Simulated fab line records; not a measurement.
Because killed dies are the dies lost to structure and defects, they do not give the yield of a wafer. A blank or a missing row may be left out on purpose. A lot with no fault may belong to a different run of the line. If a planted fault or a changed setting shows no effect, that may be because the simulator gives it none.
What tool caused it? + flow sfq line + route of 325 steps, sampled at 1 step: 14 lots, 42 wafers

WHAT EACH GAUGE READ, for each wafer
Not one reading of a measure or inspect step in the record can be checked against a usual standard deviation.

TOOL THAT RAN EACH LOT (tool first, then ch and the chambers of the sampled wafers, then the start)
| lot  | SFQ_TRILAYER_M4_DEP_PRE_CLEAN_092 |
|------|-----------------------------------|
| L663 | pvd sputter-03, day 36 11:59      |
| L665 | pvd sputter-04, day 36 23:55      |
| L669 | pvd sputter-03, day 42 11:40      |
| L671 | pvd sputter-03, day 42 16:23      |
| L672 | pvd sputter-04, day 42 17:35      |
| L674 | pvd sputter-03, day 51 00:52      |
| L675 | pvd sputter-03, day 51 10:35      |
| L676 | pvd sputter-04, day 51 15:23      |
| L678 | pvd sputter-03, day 52 04:35      |
| L679 | pvd sputter-06, day 54 15:08      |
| L680 | pvd sputter-04, day 54 19:56      |
| L682 | pvd sputter-06, day 56 03:08      |
| L683 | pvd sputter-03, day 56 04:20      |
| L685 | pvd sputter-03, day 56 07:56      |
- SFQ_TRILAYER_M4_DEP_PRE_CLEAN_092: time 22.5 s.

AS READ BY THE TOOLS THEMSELVES (means over the sampled wafers that have a number; for cases with no such wafer, the mark the record gives instead)
SFQ_TRILAYER_M4_DEP_PRE_CLEAN_092.
| lot  | tool           | bias v (V) |
|------|----------------|------------|
| L663 | pvd sputter-03 | 248.8      |
| L665 | pvd sputter-04 | 249.8      |
| L669 | pvd sputter-03 | 247.8      |
| L671 | pvd sputter-03 | -          |
| L672 | pvd sputter-04 | -          |
| L674 | pvd sputter-03 | 250.2      |
| L675 | pvd sputter-03 | 249.7      |
| L676 | pvd sputter-04 | 248.9      |
| L678 | pvd sputter-03 | 249.9      |
| L679 | pvd sputter-06 | 251.3      |
| L680 | pvd sputter-04 | 248.7      |
| L682 | pvd sputter-06 | 250.7      |
| L683 | pvd sputter-03 | 249.2      |
| L685 | pvd sputter-03 | 251.3      |

THE ANSWER, worked out from the rows above alone
Rule: the usual values come from the lots themselves. The widest of any qualifying gaps counts: lots, ordered by their means at a reading, are off when they make up no more than a third of the lots, leave a main group of 4 or more, and stand apart from it by 3 or more times the standard deviation of that group's means. A main group is skipped when, at the precision printed for the reading in the tables above, its means are all equal. Also off: a lot with no number at a reading for which 4 or more lots have one. Where the step has rows for the other lots, those lots are counted as sound. Order of review: gauges by route order, followed by the tools' own readings, for which a lot's mean as printed above is used. The first step at which some lot is off is used, and at that step the reading that is off furthest; a lot without a number counts as furthest.
Off: L671, L672 (SFQ_TRILAYER_M4_DEP_PRE_CLEAN_092, bias v). Without a number there: L671, L672. Main group: mean 249.7 V, sd 1.
If a tool, at that step or one of the process steps before it, ran each lot that is off and ran no sound lot following the first of them, it fits. None of those tried fits.

WHAT THE SIMULATOR HAD PUT IN
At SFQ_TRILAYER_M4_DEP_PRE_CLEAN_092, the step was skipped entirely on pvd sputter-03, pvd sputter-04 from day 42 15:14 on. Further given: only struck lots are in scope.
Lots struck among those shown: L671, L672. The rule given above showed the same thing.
